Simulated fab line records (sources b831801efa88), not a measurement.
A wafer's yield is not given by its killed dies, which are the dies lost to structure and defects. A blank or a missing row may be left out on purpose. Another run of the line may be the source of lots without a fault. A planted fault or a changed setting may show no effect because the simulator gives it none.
Chamber matching | flow gf180mcu | 4 sister chambers for GF_V2_ETCH_16 on rie-diel-01
The step etches BARC in N2/H2. 16 wafers are shown with their chamber, then 8 later ones without.

== EACH WAFER AND ITS CHAMBER ==
wafer  | chamber | drypump-motor-current-A (A) | n2-flow-sccm (sccm) | oes-product-au (a.u.)
L965.2 | 0       | 5.6                         | 100.55              | 0.858
L965.3 | 1       | 5.2                         | 99.73               | 0.854
L965.6 | 2       | 5.6                         | 99.84               | 0.852
L966.2 | 3       | 5.3                         | 99.69               | 0.846
L966.3 | 1       | 5.2                         | 100.42              | 0.852
L966.5 | 1       | 5.2                         | 99.96               | 0.857
L971.1 | 0       | 5.6                         | 99.81               | 0.862
L971.5 | 1       | 5.2                         | 99.56               | 0.852
L971.6 | 0       | 5.6                         | 99.96               | 0.858
L972.1 | 3       | 5.3                         | 99.92               | 0.853
L972.3 | 0       | 5.6                         | 100.48              | 0.856
L972.5 | 3       | 5.3                         | 99.72               | 0.861
L973.1 | 1       | 5.2                         | 99.97               | 0.854
L973.3 | 3       | 5.3                         | 100.12              | 0.863
L973.6 | 2       | 5.7                         | 99.87               | 0.855
L974.1 | 2       | 5.7                         | 99.76               | 0.858

SIGNATURES, as means of the wafers listed above
reading                 | chamber 0 | chamber 1 | chamber 2 | chamber 3 | scatter within a chamber
drypump-motor-current-A | 5.600     | 5.200     | 5.667     | 5.300     | 0.0236
n2-flow-sccm            | 100.2000  | 99.9280   | 99.8233   | 99.8625   | 0.282
oes-product-au          | 0.85850   | 0.85380   | 0.85500   | 0.85575   | 0.00444
Rule: distance of a wafer from a chamber = root of the sum over the readings of ((wafer's reading minus chamber's mean) / reading's scatter) squared. If the next closest chamber is less than 2 further off than the closest, the wafer can't be placed; otherwise it belongs to the closest. The scatter: the root of (the sum of the squares of (reading less its chamber's mean) over the shown wafers, divided by (wafers less chambers)).

== WAFERS WITHOUT THEIR CHAMBER ==
wafer  | drypump-motor-current-A (A) | n2-flow-sccm (sccm) | oes-product-au (a.u.)
L974.2 | 5.3                         | 100.16              | 0.870
L974.4 | 5.6                         | 99.61               | 0.866
L984.2 | 5.2                         | 100.32              | 0.859
L984.4 | 5.7                         | 99.86               | 0.852
L984.6 | 5.3                         | 99.98               | 0.847
L986.1 | 5.2                         | 99.44               | 0.853
L986.3 | 5.3                         | 100.13              | 0.855
L986.6 | 5.3                         | 99.92               | 0.852

== WHICH CHAMBER EACH WENT THROUGH ==
wafer  | from the rows above     | in truth
L974.2 | 3                       | 3
L974.4 | can't be placed: 0 or 2 | 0
L984.2 | 1                       | 1
L984.4 | 2                       | 2
L984.6 | 3                       | 3
L986.1 | 1                       | 1
L986.3 | 3                       | 3
L986.6 | 3                       | 3
Placed correctly: 7 of 8. Not placeable from these rows: 1 (in 1, the candidates include the true chamber). 0 placed wrongly.
